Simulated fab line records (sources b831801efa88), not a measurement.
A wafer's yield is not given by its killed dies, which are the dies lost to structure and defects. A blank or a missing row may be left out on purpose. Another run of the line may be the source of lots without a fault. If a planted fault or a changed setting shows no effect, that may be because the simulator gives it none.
Code-filled problem report in 8D (eight disciplines) form ; flow sky130 ; the parts of the form that need people (team, actions taken, sign-off) are left out

1. WHAT IS WRONG
oes product au at SKY_PASSIVATION_ETCH_11 reads a mean of 0.899 a.u. on 2 wafers of 2 lots; wafers without a fault read 0.978 a.u. with a standard deviation of 0.0078. That is -10 standard deviations from the usual mean.
The step: etches the open film in CF4/O2, stops on AlCu, target depth 725 nm, time 161.1 s.
Seen first at day 47 08:34 on rie diel-02, wafer L349.1. Wafers with a number at this step in the record: 41, from 14 lots. The rule behind "out" and "out of limits": a value lying over 4 standard deviations away from the usual mean. The other wafers with a number count as sound.

2. WHAT THIS IS AND IS NOT
question;is;is not
which readings at this step;oes product au;O2_flow_sccm, drypump motor current A
which lots;L349, L352;L343, L344, L346, L355, L356, L357, L359, L361, L362, L363, L364, L366
which wafers of those lots;L349.1, L352.5;L349.2, L349.4, L352.4
read on which tools;rie diel-02;rie diel-01, rie diel-04
when;from day 47 08:34;"up to then (11 sound wafers); but 28 sound wafers of L352, L355, L356, L357, L359, L361, L362, L363, L364, L366 came after"

3. THE SUSPECTS, EACH WITH WHAT RULES IT OUT
Counting: any tool at a process step up to the reading remains a suspect provided it ran every lot that is out. Sound lots after the first of them don't rule it out here, since some wafers of a struck lot are sound.
- rie metal-01 at SKY_METAL5_DESCUM_14 (chemistry O2, time 11 s): kept. It ran every lot that is out, first L349 (day 46 10:40).
- rie diel-02 at SKY_PASSIVATION_ETCH_11 (etches the open film in CF4/O2, stops on AlCu, target depth 725 nm, time 161.1 s): kept. Every lot that is out went through it, the first being L349 (day 47 08:34); the last sound lot it ran before that was L346 (day 47 06:30). Its own oes product au readings are out on those wafers.
- Within rie diel-02 at SKY_PASSIVATION_ETCH_11: the wafers that are out ran in chamber 0; their sound lot-mates ran in chambers 2, 3.
The count leaves rie diel-02 at SKY_PASSIVATION_ETCH_11 and rie metal-01 at SKY_METAL5_DESCUM_14.

4. THE CAUSE (what the simulator had put in)
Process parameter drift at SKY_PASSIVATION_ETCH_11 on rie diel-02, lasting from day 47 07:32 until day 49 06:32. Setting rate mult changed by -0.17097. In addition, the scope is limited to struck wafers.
Counting left 2 suspects, and this tool is among them.

5. THE EFFECT CHAIN, in route order
Each row: a reading whose mean over the struck wafers that have a number lies more than 3 standard deviations from the usual. Readings are gone through only where the record gives a usual standard deviation; hours: the median, over the lots, of the time from a lot's start at the first step in this table giving one to that lot's start at this step; sigmas: the change measured in usual standard deviations.
hours;step;reading;usual;on struck wafers;change;sigmas
0;SKY_PASSIVATION_ETCH_11;oes product au;0.978 a.u.;0.899;-0.079;-10
0;SKY_PASSIVATION_STRIP_12;strip time to endpoint s;31.53 s;32.49;+0.96;+5.1
The process steps in it:
- SKY_PASSIVATION_ETCH_11: etches the open film in CF4/O2, stops on AlCu, target depth 725 nm, time 161.1 s.
- SKY_PASSIVATION_STRIP_12: strips in O2/N2.

6. WHAT WOULD HAVE CAUGHT IT SOONER
In this record the first reading out of limits was taken at day 47 08:34, 1 hour after the fault began at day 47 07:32.
